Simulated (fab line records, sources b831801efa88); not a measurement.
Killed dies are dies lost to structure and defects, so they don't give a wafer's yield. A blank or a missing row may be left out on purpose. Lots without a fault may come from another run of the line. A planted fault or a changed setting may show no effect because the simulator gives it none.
Split-lot experiment | flow sky130 | 5 lots, 27 wafers read, on a route of 708 steps

THE SPLIT
At SKY_METAL1_SPUTTER_00 (material Ti, target thk 15 nm, time 10 s), the setting time_s was moved away from the recipe's 10 s on 6 of the 27 wafers read, by -32.7% to +49.7%. The other wafers ran this setting at the recipe's value.

The reading is taken at the split's own step.

THE READING
Ti_of_METAL1_SPUTTER_00.thk_nm (the simulator's own value, which no gauge read), in nm, at SKY_METAL1_SPUTTER_00 (material Ti, target thk 15 nm, time 10 s). The file gives no usual value for it. The 21 wafers here that ran the recipe average 14.867 nm, standard deviation 0.14 nm.

wafer  | tool, chamber at the split | time_s as run, s | against the recipe | Ti_of_METAL1_SPUTTER_00.thk_nm, nm | against lot-mates on the recipe
L076.1 | pvd_sputter-02, -          | 10               | recipe             | 14.79                              | -
L076.4 | pvd_sputter-02, -          | 10               | recipe             | 14.79                              | -
L076.2 | pvd_sputter-02, -          | 10               | recipe             | 14.83                              | -
L076.3 | pvd_sputter-02, -          | 14.97            | +49.7%             | 22.35                              | +7.547
L076.5 | pvd_sputter-02, -          | 14.97            | +49.7%             | 22.38                              | +7.577
L076.6 | pvd_sputter-02, -          | 14.97            | +49.7%             | 22.39                              | +7.587
L078.3 | pvd_sputter-02, -          | 10               | recipe             | 14.88                              | -
L078.4 | pvd_sputter-02, -          | 10               | recipe             | 15.14                              | -
L078.5 | pvd_sputter-02, -          | 10               | recipe             | 14.9                               | -
L079.1 | pvd_sputter-02, -          | 10               | recipe             | 14.83                              | -
L079.2 | pvd_sputter-02, -          | 10               | recipe             | 14.74                              | -
L079.3 | pvd_sputter-02, -          | 10               | recipe             | 14.66                              | -
L079.4 | pvd_sputter-02, -          | 10               | recipe             | 14.88                              | -
L079.5 | pvd_sputter-02, -          | 10               | recipe             | 14.89                              | -
L079.6 | pvd_sputter-02, -          | 10               | recipe             | 14.93                              | -
L084.1 | pvd_sputter-04, -          | 10               | recipe             | 15.13                              | -
L084.2 | pvd_sputter-04, -          | 10               | recipe             | 14.9                               | -
L084.3 | pvd_sputter-04, -          | 10               | recipe             | 15.01                              | -
L084.4 | pvd_sputter-04, -          | 10               | recipe             | 14.93                              | -
L084.5 | pvd_sputter-04, -          | 10               | recipe             | 14.99                              | -
L084.6 | pvd_sputter-04, -          | 10               | recipe             | 14.98                              | -
L083.1 | pvd_sputter-01, -          | 10               | recipe             | 14.8                               | -
L083.2 | pvd_sputter-01, -          | 10               | recipe             | 14.56                              | -
L083.3 | pvd_sputter-01, -          | 10               | recipe             | 14.65                              | -
L083.4 | pvd_sputter-01, -          | 6.73             | -32.7%             | 9.694                              | -4.976
L083.5 | pvd_sputter-01, -          | 6.73             | -32.7%             | 9.592                              | -5.078
L083.6 | pvd_sputter-01, -          | 6.73             | -32.7%             | 9.624                              | -5.046

THE FIT
A straight line over all 27 wafers: Ti_of_METAL1_SPUTTER_00.thk_nm changes by +0.154 nm for each +1% of time_s; r = +1.00; the points scatter about the line by 0.15 nm.
The same after taking each lot's own level away (the mean of its wafers on the recipe; 27 wafers): +0.153 nm for each +1%; r = +1.00; scatter 0.082 nm.
On that fit, the largest move of time_s shifts the reading by 7.6 nm.
The lots' own levels span 14.6700 to 14.9900 nm, that is 2.3 times the standard deviation above.
So the lot-to-lot level changes the slope little: the two slopes agree.
Check: with one of the wafers moved furthest among these (+49.7%) left out of the fit, the line predicts +7.6 nm for it against its lot-mates. It came out at +7.55 nm against them.

OTHER SPLITS ON THESE WAFERS
These wafers also went through other splits before the reading. Each is held against what the fit with the lots' levels taken away leaves over:
other split on the same wafers | wafers away from the commonest value | r with Ti_of_METAL1_SPUTTER_00.thk_nm (lot level and that fit taken away)
SKY_FIELD_ISO_CVD_03 time_s    | 12                                   | +0.03
SKY_POLY_GATE_ETCH_17 time_s   | 9                                    | -0.20
SKY_LI_CONTACT_ETCH_14 time_s  | 9                                    | +0.25

THE FILE'S OWN FIT
Ti_of_METAL1_SPUTTER_00.thk_nm changes by +0.153 nm for each +1% of time_s, r = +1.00.
